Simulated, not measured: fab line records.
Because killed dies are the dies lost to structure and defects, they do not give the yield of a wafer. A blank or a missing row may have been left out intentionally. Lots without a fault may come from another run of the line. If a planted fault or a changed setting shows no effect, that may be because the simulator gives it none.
2 desks looking at one fault | flow gf180mcu | each desk has only its own numbers; what lay behind them comes last

THE METROLOGY DESK
What the gauges read for every lot (on any tool): the sampled wafers with a number, averaged. Marked OUT: a lot whose mean sits more than 4 standard deviations from the usual mean, which makes it out of limits; the brackets give that distance.
Columns: A = HV_LDD_02_OVL at GF_HV_LDD_OVL_MEAS_32, usual 0.6 nm; B = HV_LDD_CVD_54_THK at GF_HV_LDD_THK_MEAS_55, usual 10.04 nm; C = HV_LDD_CVD_56_THK at GF_HV_LDD_THK_MEAS_57, usual 90.4 nm; D = NSD_RS at GF_PSD_RS_MEAS_14, usual 46.14 ohm/sq
lot  | first seen here | A    | B     | C    | D
L452 | day 11 21:50    | -0.2 | 9.94  | 90.8 | 46.24
L454 | day 12 11:11    | -2.0 | 10.05 | 90.4 | 46.13
L456 | day 13 10:16    | 0.5  | 10.40 | 91.7 | 46.18
L457 | day 13 20:56    | 2.9  | 9.90  | 90.8 | 45.98
L458 | day 14 03:26    | 1.5  | 10.01 | 90.1 | 46.18
L460 | day 14 12:46    | 2.3  | 9.94  | 89.6 | 46.10
L462 | day 15 06:44    | 1.7  | 9.99  | 90.0 | 46.19
L463 | day 15 14:17    | -0.1 | 10.00 | 90.8 | 46.18
L469 | day 17 11:04    | 0.8  | 9.95  | 90.4 | 47.52 (+19) OUT
L470 | day 17 20:23    | 1.3  | 10.01 | 91.3 | 46.16
L471 | day 18 02:47    | 0.3  | 10.25 | 90.2 | 47.56 (+20) OUT
L474 | day 19 01:10    | -0.8 | 10.02 | 90.6 | 46.10
This desk reports L469, L471 out of limits; the earliest was L469 at day 20 16:34 (NSD_RS at GF_PSD_RS_MEAS_14). L452, L454, L456, L457, L458, L460, L462, L463, L470, L474: within limits.

FOR THE TOOL OWNER'S DESK: implanter-01
For each lot that ran on this tool, the mean over its sampled wafers that have a number, from the tool's own readings at GF_NSD_IMPLANT_10. Marked OUT: a lot whose mean sits more than 4 standard deviations from the usual mean, which makes it out of limits; the brackets give that distance.
Columns: A = beamOnS at GF_NSD_IMPLANT_10, usual 10.01 s; B = endStationPressureTorr at GF_NSD_IMPLANT_10, usual 7.3e-06 Torr
lot  | first seen here | A     | B
L452 | day 13 19:20    | 9.91  | 7.5e-06
L458 | day 16 02:44    | 10.05 | 7.3e-06
L469 | day 19 15:52    | 9.70  | 7.4e-06
L471 | day 20 07:05    | 9.84  | 7.4e-06
Result from this desk: across the 4 lots, nothing is out of limits.

TAKEN TOGETHER
The metrology desk could have raised an alarm at day 20 16:34, on L469, L471.
The tool owner's desk saw nothing out of limits.
On record at the tool owner's desk: L469, L471, within its limits.
Every lot named ran GF_NSD_IMPLANT_10 on implanter-01.

WHAT HAD BEEN PUT IN BY THE SIMULATOR
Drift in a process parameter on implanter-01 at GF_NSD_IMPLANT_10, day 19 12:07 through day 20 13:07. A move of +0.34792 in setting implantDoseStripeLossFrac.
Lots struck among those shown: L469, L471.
Time in hours between the start of the fault and the first out-of-limits reading at each desk: metrology desk, 28.
